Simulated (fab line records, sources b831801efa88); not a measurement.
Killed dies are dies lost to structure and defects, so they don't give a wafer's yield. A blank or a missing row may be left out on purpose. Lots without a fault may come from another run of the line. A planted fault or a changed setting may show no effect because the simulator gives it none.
fab line records | flow sky130
record lots=12 wafers=36 last_day=50
route steps=708 shown VIA3@586 METAL4@601 PAD_OPEN@708
lots that met no fault: from a run of the same line without faults
start_h: hours from the record's first day to the start of the lot's first wafer shown | wait_h: hours since the lot's step before | " the same as in the row above | L1.1+2: a row that stands for several wafers | - no value, or no start given | * or withheld: withheld | < > ~ a bound
route shown NAME@n: a module of which the file shows steps, and the number in the route of the first | usual: mean/standard deviation of fault-free wafers | same: alike in all rows | chamber/n: place in a boat | sites: the reading at each site | _std_site: their standard deviation | _edge_site: outer sites' mean less inner sites' | radius_mm: how far each site lies from the wafer's centre | mask NAME#n: copy n | behind: the tool/chamber that last shaped the wafer | hold: why the lot was held/for how many hours/how that ended | device: the transistor (n, p or np) that didn't switch | end of line: the same wafers' tests at the end of the route | a step without rows: its recipe alone | killed: dies lost to structure and defects at the first sort, not the wafer's yield | map: a wafer's dies, x killed, . not, _ none there
set.NAME: the setting as run; set.NAME@STEP: as run at that earlier step | model.NAME: the simulator's own value behind a step, which no gauge read
steps of the route over a sample of lots; a table a step, a row a wafer
services: from which hour (start_h, from the record's first day; less than 0 if before it) a tool's chamber was out of use, for how many hours, and why
## steps
# step SKY_VIA3_OVL_MEAS_13
# usual VIA3_OVL=2/4.2
# columns lot.wafer tool chamber start_h wait_h VIA3_OVL[nm]
L219.1 overlay-01 - 930.60 0.1 9
L219.2 " - " " 3
L219.6 " - " " 7
L220.1 overlay-02 - 942.06 0.1 -5
L220.2 " - " " 5
L220.6 " - " " 2
L222.1 overlay-02 - 956.16 0.1 -1
L222.2 " - " " -8
L222.6 " - " " -7
L223.4 overlay-01 - 965.78 0.1 6
L223.5 " - " " 8
L223.6 " - " " 2
L224.1 overlay-02 - 976.99 0.1 -2
L224.3 " - " " 3
L224.6 " - " " 4
L225.2 overlay-01 - 977.21 0.1 9
L225.5 " - " " 7
L225.6 " - " " 7
L226.2 overlay-01 - 978.94 0.1 4
L226.3 " - " " 3
L226.4 " - " " 7
L231.1 overlay-01 - 1020.94 0.1 -2
L231.4 " - " " -7
L231.6 " - " " -5
L232.1 overlay-01 - 1036.95 0.1 -1
L232.2 " - " " 3
L232.6 " - " " -1
L239.3 overlay-01 - 1069.56 0.1 1
L239.4 " - " " 1
L239.6 " - " " 3
L240.2 overlay-01 - 1079.04 0.1 3
L240.3 " - " " 4
L240.6 " - " " 3
L242.1 overlay-01 - 1083.29 0.1 -2
L242.2 " - " " -5
L242.6 " - " " 1
# step SKY_VIA3_ETCH_15
# recipe target=SiO2 chemistry=C4F8/O2/Ar target_depth_nm=507 stop_on=TiN mask_material=KrF-thick source_w=1500 bias_w=1200 pressure_mtorr=40 c4f8_flow_sccm=withheld O2_flow_sccm=6 Ar_flow_sccm=300 time_s=78
# usual bias_w=1200/3.5 oes_product_au=0.947/0.0049 rf_fwd_power_W=1492/4.7
# columns lot.wafer tool chamber start_h wait_h bias_w oes_product_au rf_fwd_power_W rf_hours_counter_h
L219.1 rie_diel-04 0 930.68 0.0 1199 0.949 1495 4
L219.2 " 2 " " 1203 0.945 1492 3
L219.6 " 2 " " 1197 0.962 1488 -
L220.1 rie_diel-04 3 942.14 0.0 1195 0.946 1488 15
L220.2 " 0 " " 1200 0.940 1494 4
L220.6 " 2 " " 1204 0.947 1488 -
L222.1 rie_diel-04 0 956.24 0.0 1206 0.952 1490 5
L222.2 " 2 " " 1210 0.952 1485 4
L222.6 " 2 " " 1208 0.942 1480 -
L223.4 rie_diel-02 2 965.84 0.0 1197 0.956 1500 14
L223.5 " 3 " " 1199 0.944 1489 -
L223.6 " 0 " " 1198 0.943 1495 -
L224.1 rie_diel-04 0 977.07 0.0 1199 0.952 1491 5
L224.3 " 2 " " 1201 0.939 1489 4
L224.6 " 0 " " 1200 0.947 1491 -
L225.2 rie_diel-01 0 977.29 0.0 1203 0.944 1487 9
L225.5 " 3 " " 1197 0.948 1491 -
L225.6 " 0 " " 1204 0.942 1491 -
L226.2 rie_diel-04 3 979.02 0.0 1209 0.950 1498 16
L226.3 " 1 " " 1202 0.938 1492 23
L226.4 " 2 " " 1199 0.941 1494 4
L231.1 rie_diel-04 2 1021.02 0.0 1200 0.944 1489 6
L231.4 " 0 " " 1199 0.943 1492 6
L231.6 " 0 " " 1196 0.958 1488 -
L232.1 rie_diel-01 3 1037.03 0.0 1202 0.940 1496 0
L232.2 " 2 " " 1198 0.947 1485 3
L232.6 " 0 " " 1197 0.947 1492 -
L239.3 rie_diel-02 1 1069.63 0.0 1202 0.937 1493 21
L239.4 " 0 " " 1201 0.950 1489 9
L239.6 " 0 " " 1202 0.956 1486 -
L240.2 rie_diel-04 1 1079.12 0.0 1202 0.946 1489 0
L240.3 " 3 " " 1198 0.948 1497 19
L240.6 " 3 " " 1194 0.946 1497 -
L242.1 rie_diel-02 2 1083.37 0.0 1198 0.947 1491 18
L242.2 " 1 " " 1203 0.946 1491 22
L242.6 " 1 " " 1199 0.944 1487 -
# step SKY_VIA3_THK_MEAS_23
# recipe thk_meas_gauge=xrf reads=W_of_VIA3_CVD_21
# usual VIA3_W_THK=387/5.8
# columns lot.wafer tool chamber start_h wait_h VIA3_W_THK[nm]
L219.1 film_metro-03 - 931.67 0.1 389
L219.2 " - " " 379
L219.6 " - " " 379
L220.1 film_metro-01 - 943.09 0.1 386
L220.2 " - " " 385
L220.6 " - " " 383
L222.1 film_metro-01 - 957.27 0.1 394
L222.2 " - " " 387
L222.6 " - " " 384
L223.4 film_metro-04 - 967.01 0.1 383
L223.5 " - " " 390
L223.6 " - " " 383
L224.1 film_metro-04 - 978.04 0.1 385
L224.3 " - " " 393
L224.6 " - " " 395
L225.2 film_metro-04 - 978.60 0.1 387
L225.5 " - " " 384
L225.6 " - " " 399
L226.2 film_metro-03 - 980.02 0.1 379
L226.3 " - " " 372
L226.4 " - " " 382
L231.1 film_metro-03 - 1022.10 0.1 390
L231.4 " - " " 379
L231.6 " - " " 385
L232.1 film_metro-01 - 1038.03 0.1 390
L232.2 " - " " 390
L232.6 " - " " 386
L239.3 film_metro-03 - 1071.16 0.1 395
L239.4 " - " " 392
L239.6 " - " " 395
L240.2 film_metro-01 - 1080.49 0.1 379
L240.3 " - " " 392
L240.6 " - " " 394
L242.1 film_metro-04 - 1084.32 0.1 386
L242.2 " - " " 398
L242.6 " - " " 386
# step SKY_METAL4_SPUTTER_03
# recipe material=Ti target_thk_nm=5 power_w=3000 time_s=3.3 chamber_pressure_pa=0.4
# usual cathode_dc_power_W=2999.9/0.52 chamber_pressure_pa=0.4000/0.00076 throttle_valve_pct=29.6/0.66
# columns lot.wafer tool chamber start_h wait_h cathode_dc_power_W chamber_pressure_pa throttle_valve_pct
L219.1 pvd_sputter-04 - 932.12 0.0 2999.8 0.3992 29.5
L219.2 " - " " 2999.9 0.4012 29.6
L219.6 " - " " 2999.3 0.4007 29.4
L220.1 pvd_sputter-01 - 943.54 0.0 2999.5 0.4001 29.2
L220.2 " - " " 3000.4 0.3997 29.7
L220.6 " - " " 2999.2 0.4006 29.0
L222.1 pvd_sputter-04 - 957.72 0.0 3000.5 0.3992 29.4
L222.2 " - " " 2999.9 0.4015 29.3
L222.6 " - " " 2999.9 0.4014 29.4
L223.4 pvd_sputter-04 - 967.42 0.0 3001.0 0.4003 29.8
L223.5 " - " " 2999.6 0.3998 29.0
L223.6 " - " " 3000.5 0.3998 29.5
L224.1 pvd_sputter-01 - 978.48 0.0 3000.0 0.4004 29.3
L224.3 " - " " 3000.5 0.3999 29.5
L224.6 " - " " 2999.5 0.4010 29.0
L225.2 pvd_sputter-02 - 979.38 0.0 2999.2 0.4006 30.2
L225.5 " - " " 2999.7 0.4007 29.2
L225.6 " - " " 3000.6 0.3997 29.8
L226.2 pvd_sputter-04 - 980.48 0.0 3000.8 0.3995 29.4
L226.3 " - " " 2998.8 0.3999 28.6
L226.4 " - " " 2999.8 0.3998 29.1
L231.1 pvd_sputter-04 - 1022.55 0.0 3000.2 0.4006 28.4
L231.4 " - " " 2999.7 0.3988 29.3
L231.6 " - " " 3000.1 0.4003 28.6
L232.1 pvd_sputter-01 - 1038.47 0.0 2999.9 0.3991 29.8
L232.2 " - " " 2999.7 0.4000 31.0
L232.6 " - " " 2999.9 0.4014 30.9
L239.3 pvd_sputter-04 - 1071.65 0.0 3208.3 0.3993 29.0
L239.4 " - " " 3207.6 0.4000 29.5
L239.6 " - " " 3208.3 0.4000 29.4
L240.2 pvd_sputter-04 - 1080.92 0.0 3207.3 0.4002 28.4
L240.3 " - " " 3208.4 0.4016 29.6
L240.6 " - " " 3208.3 0.4003 29.5
L242.1 pvd_sputter-02 - 1084.77 0.0 2999.7 0.3998 29.4
L242.2 " - " " 2999.1 0.4000 29.9
L242.6 " - " " 2999.7 0.4002 30.7
# step SKY_PAD_OPEN_PROBE_99
# usual defect_limited_yield=82.3/2.1 killed_at_M0_to_M3=44/7.3 killed_at_M4_up=3.3/1.8 killed_at_contacts=24/5.3 killed_at_front_end=16/5 killed_at_other=0.2/0.51 killed_dies=87/10 killed_on_rim=17/3.9 killed_open=47/7.5 killed_short=40/6.3 sort_bin_3_pad_short=0.9/0.41 sort_bin_5_function=10.5/1.6 sort_bin_6_memory=6.3/1.2 sort_n_pass=405/10 sort_yield_pct=82.3/2.1
# same gross_dies=492 killed_at_back_side=0 sort_bin_4_leakage[%]=0 sort_bin_8_speed[%]=0
# columns lot.wafer tool chamber start_h wait_h defect_limited_yield[%] killed_at_M0_to_M3 killed_at_M4_up killed_at_contacts killed_at_front_end killed_at_other killed_dies killed_on_rim killed_open killed_short sort_bin_3_pad_short[%] sort_bin_5_function[%] sort_bin_6_memory[%] sort_n_pass sort_yield_pct[%]
L219.1 prober-02 - 1080.17 0.1 82.5 40 3 22 21 0 86 14 51 35 1.2 11.2 5.1 406 82.5
L219.2 prober-02 - 1080.22 0.1 82.5 41 3 22 20 0 86 17 46 40 1.8 10.8 4.9 406 82.5
L219.6 prober-02 - 1080.42 0.2 82.7 40 6 24 15 0 85 19 52 33 0.4 11.4 5.5 407 82.7
L222.1 prober-01 - 1099.25 0.1 82.3 44 2 21 20 0 87 16 54 33 0.8 11.2 5.7 405 82.3
L222.2 prober-01 - 1099.30 0.1 81.7 51 3 22 14 0 90 22 53 37 0.6 12.4 5.3 402 81.7
L222.6 prober-01 - 1099.50 0.2 81.7 55 4 16 15 0 90 14 42 48 1.0 11.6 5.7 402 81.7
L223.4 prober-02 - 1112.30 0.2 84.8 36 7 15 17 0 75 15 48 27 0.6 7.3 7.3 417 84.8
L223.5 prober-02 - 1112.35 0.2 80.5 53 4 23 15 1 96 20 52 44 0.6 12.4 6.5 396 80.5
L223.6 prober-02 - 1112.40 0.2 85.0 33 4 20 17 0 74 14 41 33 0.8 8.9 5.3 418 85.0
L224.1 prober-01 - 1119.35 0.1 83.9 40 2 23 14 0 79 18 47 32 0.6 9.6 5.9 413 83.9
L224.3 prober-01 - 1119.45 0.2 81.9 35 2 24 28 0 89 14 47 39 0.8 11.0 6.3 403 81.9
L224.6 prober-01 - 1119.60 0.2 83.9 35 3 26 14 1 79 12 32 47 0.8 8.3 6.9 413 83.9
L226.2 prober-02 - 1120.45 0.1 80.5 41 1 30 23 1 96 17 57 39 1.0 10.8 7.7 396 80.5
L226.3 prober-02 - 1120.50 0.2 80.9 43 7 25 19 0 94 19 54 40 0.6 12.2 6.3 398 80.9
L226.4 prober-02 - 1120.55 0.2 81.5 53 2 18 18 0 91 13 58 33 0.6 11.4 6.5 401 81.5
L225.2 prober-01 - 1121.34 0.1 82.7 41 4 28 11 1 85 12 47 38 0.6 12.0 4.7 407 82.7
L225.5 prober-01 - 1121.49 0.2 83.7 39 3 21 17 0 80 10 43 37 0.6 10.6 5.1 412 83.7
L225.6 prober-01 - 1121.54 0.2 84.6 33 3 22 18 0 76 14 44 32 0.8 9.8 4.9 416 84.6
L231.1 prober-02 - 1155.40 0.1 83.3 41 3 21 17 0 82 18 39 43 1.4 9.3 5.9 410 83.3
L231.4 prober-02 - 1155.55 0.2 85.4 36 2 20 14 0 72 21 39 33 0.6 8.9 5.1 420 85.4
L231.6 prober-02 - 1155.65 0.2 82.9 34 3 23 24 0 84 13 49 35 1.4 9.6 6.1 408 82.9
L240.2 prober-01 - 1199.94 0.1 81.7 52 0 20 18 0 90 17 41 49 1.4 9.6 7.3 402 81.7
L240.3 prober-01 - 1199.99 0.2 83.1 49 4 16 14 0 83 17 48 35 1.2 8.5 7.1 409 83.1
L240.6 prober-01 - 1200.14 0.2 85.6 39 1 25 5 1 71 19 35 36 0.2 8.3 5.9 421 85.6
# killed by level:class
L219.1 VIA1:geometric_particle:open=10 VIA3:geometric_particle:open=8 FIELD_ISO:geometric_particle:short=7 LI_CONTACT:geometric_particle:open=7 CONTACT:geometric_particle:open=7 FIELD_ISO:geometric_particle:open=6 METAL1:geometric_particle:short=5 POLY_GATE:geometric_particle:open=4
L219.2 LI_CONTACT:geometric_particle:open=9 VIA2:geometric_particle:open=8 FIELD_ISO:geometric_particle:short=7 VIA1:geometric_particle:open=7 VIA3:geometric_particle:open=7 FIELD_ISO:geometric_particle:open=6 CONTACT:geometric_particle:short=5 CONTACT:geometric_particle:open=5
L219.6 CONTACT:geometric_particle:open=11 VIA2:geometric_particle:open=10 LI_CONTACT:geometric_particle:open=7 VIA1:geometric_particle:open=7 FIELD_ISO:geometric_particle:short=5 FIELD_ISO:geometric_particle:open=5 METAL1:geometric_particle:short=5 VIA3:geometric_particle:open=5
L222.1 VIA1:geometric_particle:open=16 CONTACT:geometric_particle:open=9 METAL2:geometric_particle:short=7 VIA2:geometric_particle:open=7 FIELD_ISO:geometric_particle:short=5 VIA3:geometric_particle:open=5 FIELD_ISO:geometric_particle:open=4 POLY_GATE:geometric_particle:open=4
L222.2 VIA1:geometric_particle:open=12 VIA2:geometric_particle:open=10 CONTACT:geometric_particle:open=10 VIA3:geometric_particle:open=8 VIA1:geometric_particle:short=7 LI_CONTACT:geometric_particle:short=5 METAL2:geometric_particle:short=4 VIA2:geometric_particle:short=4
L222.6 VIA1:geometric_particle:open=13 VIA2:geometric_particle:open=10 METAL1:geometric_particle:short=9 FIELD_ISO:geometric_particle:short=6 METAL2:geometric_particle:short=5 POLY_GATE:geometric_particle:open=4 LOCAL_INTERCONNECT:geometric_particle:short=4 CONTACT:geometric_particle:open=4
L223.4 FIELD_ISO:geometric_particle:open=7 CONTACT:geometric_particle:open=7 VIA1:geometric_particle:open=7 VIA2:geometric_particle:open=7 VIA3:geometric_particle:open=7 METAL1:geometric_particle:short=5 METAL4:geometric_particle:short=4 METAL4:geometric_particle:open=3
L223.5 VIA1:geometric_particle:open=15 METAL2:geometric_particle:short=9 LI_CONTACT:geometric_particle:open=6 VIA1:geometric_particle:short=6 METAL1:geometric_particle:short=5 FIELD_ISO:geometric_particle:open=4 LI_CONTACT:geometric_particle:short=4 LOCAL_INTERCONNECT:geometric_particle:short=4
L223.6 VIA1:geometric_particle:open=10 CONTACT:geometric_particle:open=8 METAL1:geometric_particle:short=5 VIA2:geometric_particle:open=5 FIELD_ISO:geometric_particle:open=4 POLY_GATE:geometric_particle:short=4 VIA1:geometric_particle:short=4 METAL4:geometric_particle:short=4
L224.1 VIA1:geometric_particle:open=11 CONTACT:geometric_particle:open=10 LI_CONTACT:geometric_particle:open=6 VIA3:geometric_particle:open=6 VIA2:geometric_particle:open=5 FIELD_ISO:geometric_particle:short=4 POLY_GATE:geometric_particle:short=4 LI_CONTACT:geometric_particle:short=4
L224.3 VIA1:geometric_particle:open=9 POLY_GATE:geometric_particle:open=7 VIA3:geometric_particle:open=7 CONTACT:geometric_particle:open=7 METAL1:geometric_particle:short=7 CONTACT:geometric_particle:short=6 LI_CONTACT:geometric_particle:open=5 METAL2:geometric_particle:short=5
L224.6 LOCAL_INTERCONNECT:geometric_particle:short=8 VIA1:geometric_particle:short=8 LI_CONTACT:geometric_particle:open=7 VIA1:geometric_particle:open=6 FIELD_ISO:geometric_particle:short=5 CONTACT:geometric_particle:open=5 METAL2:geometric_particle:short=4 VIA2:geometric_particle:open=4
L226.2 CONTACT:geometric_particle:open=13 VIA3:geometric_particle:open=12 VIA1:geometric_particle:open=10 FIELD_ISO:geometric_particle:open=7 VIA1:geometric_particle:short=7 CONTACT:geometric_particle:short=5 FIELD_ISO:geometric_particle:short=4 POLY_GATE:geometric_particle:open=4
L226.3 VIA1:geometric_particle:open=15 LI_CONTACT:geometric_particle:open=8 CONTACT:geometric_particle:open=7 CONTACT:geometric_particle:short=7 FIELD_ISO:geometric_particle:short=5 METAL2:geometric_particle:short=5 VIA3:geometric_particle:open=5 POLY_GATE:geometric_particle:short=4
L226.4 VIA1:geometric_particle:open=15 FIELD_ISO:geometric_particle:open=10 CONTACT:geometric_particle:open=10 VIA3:geometric_particle:open=9 VIA2:geometric_particle:short=6 METAL1:geometric_particle:short=5 METAL2:geometric_particle:short=5 VIA2:geometric_particle:open=5
L225.2 CONTACT:geometric_particle:open=10 VIA2:geometric_particle:open=9 LOCAL_INTERCONNECT:geometric_particle:short=7 VIA3:geometric_particle:open=7 FIELD_ISO:geometric_particle:short=5 VIA1:geometric_particle:open=5 METAL1:geometric_particle:short=4 LI_CONTACT:geometric_particle:short=4
L225.5 VIA1:geometric_particle:open=9 CONTACT:geometric_particle:open=7 VIA3:geometric_particle:open=7 FIELD_ISO:geometric_particle:short=5 VIA2:geometric_particle:open=5 FIELD_ISO:geometric_particle:open=4 LI_CONTACT:geometric_particle:open=4 LOCAL_INTERCONNECT:geometric_particle:short=4
L225.6 CONTACT:geometric_particle:open=9 VIA1:geometric_particle:open=6 FIELD_ISO:geometric_particle:open=5 VIA3:geometric_particle:open=5 LI_CONTACT:geometric_particle:open=4 LOCAL_INTERCONNECT:geometric_particle:short=4 CONTACT:geometric_particle:short=4 METAL2:geometric_particle:short=4
L231.1 VIA1:geometric_particle:open=9 LI_CONTACT:geometric_particle:open=7 METAL2:geometric_particle:short=7 CONTACT:geometric_particle:open=6 VIA2:geometric_particle:open=5 VIA3:geometric_particle:open=5 FIELD_ISO:geometric_particle:short=4 POLY_GATE:geometric_particle:short=4
L231.4 METAL2:geometric_particle:short=8 VIA1:geometric_particle:open=7 POLY_GATE:geometric_particle:open=5 VIA3:geometric_particle:open=5 LI_CONTACT:geometric_particle:open=4 LOCAL_INTERCONNECT:geometric_particle:short=4 CONTACT:geometric_particle:open=4 VIA1:geometric_particle:short=4
L231.6 LI_CONTACT:geometric_particle:open=11 VIA1:geometric_particle:short=7 VIA1:geometric_particle:open=6 FIELD_ISO:geometric_particle:open=5 VIA2:geometric_particle:open=5 POLY_CUT:geometric_particle:open=4 CONTACT:geometric_particle:open=4 VIA3:geometric_particle:short=4
L240.2 METAL1:geometric_particle:short=11 VIA1:geometric_particle:open=9 METAL2:geometric_particle:short=8 LI_CONTACT:geometric_particle:open=7 VIA3:geometric_particle:open=7 FIELD_ISO:geometric_particle:short=5 VIA3:geometric_particle:short=5 POLY_GATE:geometric_particle:open=4
L240.3 VIA3:geometric_particle:open=10 CONTACT:geometric_particle:open=8 VIA1:geometric_particle:open=8 METAL1:geometric_particle:short=7 VIA2:geometric_particle:open=6 VIA1:geometric_particle:short=5 POLY_GATE:geometric_particle:short=4 POLY_GATE:geometric_particle:open=4
L240.6 LI_CONTACT:geometric_particle:open=8 VIA1:geometric_particle:open=8 CONTACT:geometric_particle:short=6 METAL1:geometric_particle:short=6 VIA3:geometric_particle:open=6 VIA3:geometric_particle:short=5 LOCAL_INTERCONNECT:geometric_particle:short=4 CONTACT:geometric_particle:open=4
## services
# columns tool chamber start_h hours kind
rie_diel-01 2 911.93 - clean
rie_diel-01 2 911.93 - consumable_replace:showerhead
rie_diel-01 2 911.93 21.3 scheduled_down
rie_diel-01 2 911.93 21.3 vent_cycle
rie_diel-01 - 912.95 0.8 repair
rie_diel-01 2 952.14 4.3 repair
rie_diel-02 - 962.46 2.8 pm
rie_diel-04 1 973.20 5.4 repair
rie_diel-02 2 992.94 3.8 repair
pvd_sputter-01 - 996.94 1.3 repair
rie_diel-01 3 1016.91 - clean
rie_diel-01 3 1016.91 - consumable_replace:showerhead
rie_diel-01 3 1016.91 19.9 scheduled_down
rie_diel-01 3 1016.91 19.9 vent_cycle
rie_diel-01 3 1049.39 11.8 repair
rie_diel-04 1 1054.55 - clean
rie_diel-04 1 1054.55 11.6 scheduled_down
rie_diel-04 1 1054.55 11.6 vent_cycle
rie_diel-04 2 1073.35 2.0 repair
rie_diel-04 0 1082.30 11.0 repair
## key
first_sign step=SKY_METAL4_SPUTTER_03 reading=cathode_dc_power_W direction=up sigmas=99+ usual=2999.9 struck=3208.0
effect none on later readings
met_at SKY_METAL4_SPUTTER_03
struck_lots L239,L240
not_acting_at SKY_VIA3_OVL_MEAS_13,SKY_VIA3_ETCH_15,SKY_VIA3_THK_MEAS_23
onset_between 1022.55 1071.65
fault kind=process_parameter_drift tool=pvd_sputter-04 chamber=- onset_h=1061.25 steps=SKY_METAL4_SPUTTER_03 channel=power_w offset=* shape=step end_h=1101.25 acts_in=* stated=*
